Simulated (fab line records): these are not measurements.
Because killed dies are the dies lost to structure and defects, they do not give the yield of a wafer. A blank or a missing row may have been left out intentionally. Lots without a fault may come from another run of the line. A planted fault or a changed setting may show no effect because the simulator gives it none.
Matching of chambers + flow gf180mcu + 4 sister chambers for GF_V3_ETCH_16 on rieDiel-04
The step etches BARC in N2/H2. 24 wafers are shown with their chamber, then 12 later ones without.

WAFERS PAIRED WITH THEIR CHAMBERS
| wafer  | chamber | drypumpMotorCurrentA (A) | n2FlowSccm (sccm) | throttleValvePct (%) |
|--------|---------|--------------------------|-------------------|----------------------|
| L075.1 | 2       | 5.6                      | 99.70             | 13.225               |
| L075.2 | 3       | 5.6                      | 100.25            | 13.223               |
| L075.4 | 0       | 5.4                      | 99.93             | 13.245               |
| L076.1 | 1       | 6.3                      | 99.99             | 13.219               |
| L076.2 | 3       | 5.6                      | 99.83             | 13.223               |
| L076.4 | 1       | 6.2                      | 99.59             | 13.214               |
| L077.4 | 3       | 5.6                      | 100.31            | 13.237               |
| L077.5 | 1       | 6.2                      | 99.93             | 13.228               |
| L077.6 | 2       | 5.6                      | 99.67             | 13.226               |
| L078.1 | 2       | 5.6                      | 100.32            | 13.234               |
| L078.4 | 0       | 5.4                      | 99.95             | 13.229               |
| L078.5 | 2       | 5.6                      | 100.17            | 13.219               |
| L079.1 | 3       | 5.5                      | 100.30            | 13.209               |
| L079.2 | 0       | 5.4                      | 100.22            | 13.213               |
| L079.3 | 1       | 6.2                      | 99.55             | 13.220               |
| L079.4 | 3       | 5.6                      | 100.04            | 13.223               |
| L079.5 | 0       | 5.4                      | 100.48            | 13.235               |
| L079.6 | 1       | 6.2                      | 100.11            | 13.219               |
| L084.1 | 2       | 5.6                      | 100.06            | 13.234               |
| L084.5 | 0       | 5.4                      | 100.14            | 13.229               |
| L084.6 | 3       | 5.6                      | 99.96             | 13.229               |
| L087.2 | 2       | 5.6                      | 100.08            | 13.235               |
| L087.3 | 3       | 5.6                      | 100.81            | 13.214               |
| L087.5 | 3       | 5.6                      | 100.75            | 13.216               |

SIGNATURES (means of the wafers above)
| reading              | chamber 0 | chamber 1 | chamber 2 | chamber 3 | scatter within a chamber |
|----------------------|-----------|-----------|-----------|-----------|--------------------------|
| drypumpMotorCurrentA | 5.400     | 6.220     | 5.600     | 5.587     | 0.0289                   |
| n2FlowSccm           | 100.1440  | 99.8340   | 100.0000  | 100.2812  | 0.288                    |
| throttleValvePct     | 13.23020  | 13.22000  | 13.22883  | 13.22175  | 0.00836                  |
Rule: for a wafer and a chamber, the distance is found by dividing, reading by reading, the gap between the wafer's reading and the chamber's mean by the reading's scatter, squaring, summing and taking the root. The wafer belongs to the nearest chamber; if the next one is less than 2 further off, it can't be placed. The scatter is the square root of a quotient: the sum, over the shown wafers, of each reading's squared deviation from its chamber's mean, divided by wafers minus chambers.

WAFERS WITHOUT THEIR CHAMBER
| wafer  | drypumpMotorCurrentA (A) | n2FlowSccm (sccm) | throttleValvePct (%) |
|--------|--------------------------|-------------------|----------------------|
| L091.4 | 6.2                      | 99.25             | 13.233               |
| L091.5 | 5.4                      | 99.54             | 13.230               |
| L091.6 | 5.6                      | 99.97             | 13.229               |
| L090.1 | 5.6                      | 99.78             | 13.222               |
| L090.2 | 5.4                      | 99.98             | 13.243               |
| L090.3 | 5.6                      | 99.79             | 13.223               |
| L090.4 | 6.3                      | 99.79             | 13.221               |
| L090.5 | 5.4                      | 99.65             | 13.219               |
| L090.6 | 6.3                      | 99.64             | 13.213               |
| L097.2 | 6.2                      | 100.19            | 13.234               |
| L097.3 | 5.5                      | 100.14            | 13.234               |
| L097.5 | 6.2                      | 100.09            | 13.232               |

EACH ONE'S CHAMBER
| wafer  | from the rows above          | in truth |
|--------|------------------------------|----------|
| L091.4 | 1                            | 1        |
| L091.5 | 0                            | 0        |
| L091.6 | can't be placed: 2 or 3      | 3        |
| L090.1 | can't be placed: 2 or 3      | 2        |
| L090.2 | 0                            | 0        |
| L090.3 | can't be placed: 2 or 3      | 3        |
| L090.4 | 1                            | 1        |
| L090.5 | 0                            | 0        |
| L090.6 | 1                            | 1        |
| L097.2 | 1                            | 1        |
| L097.3 | can't be placed: 3 or 0 or 2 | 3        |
| L097.5 | 1                            | 1        |
8 of 12 placed correctly. Unplaceable from these rows: 4, with the true chamber sitting among the candidates in 4. Placed wrongly: 0.
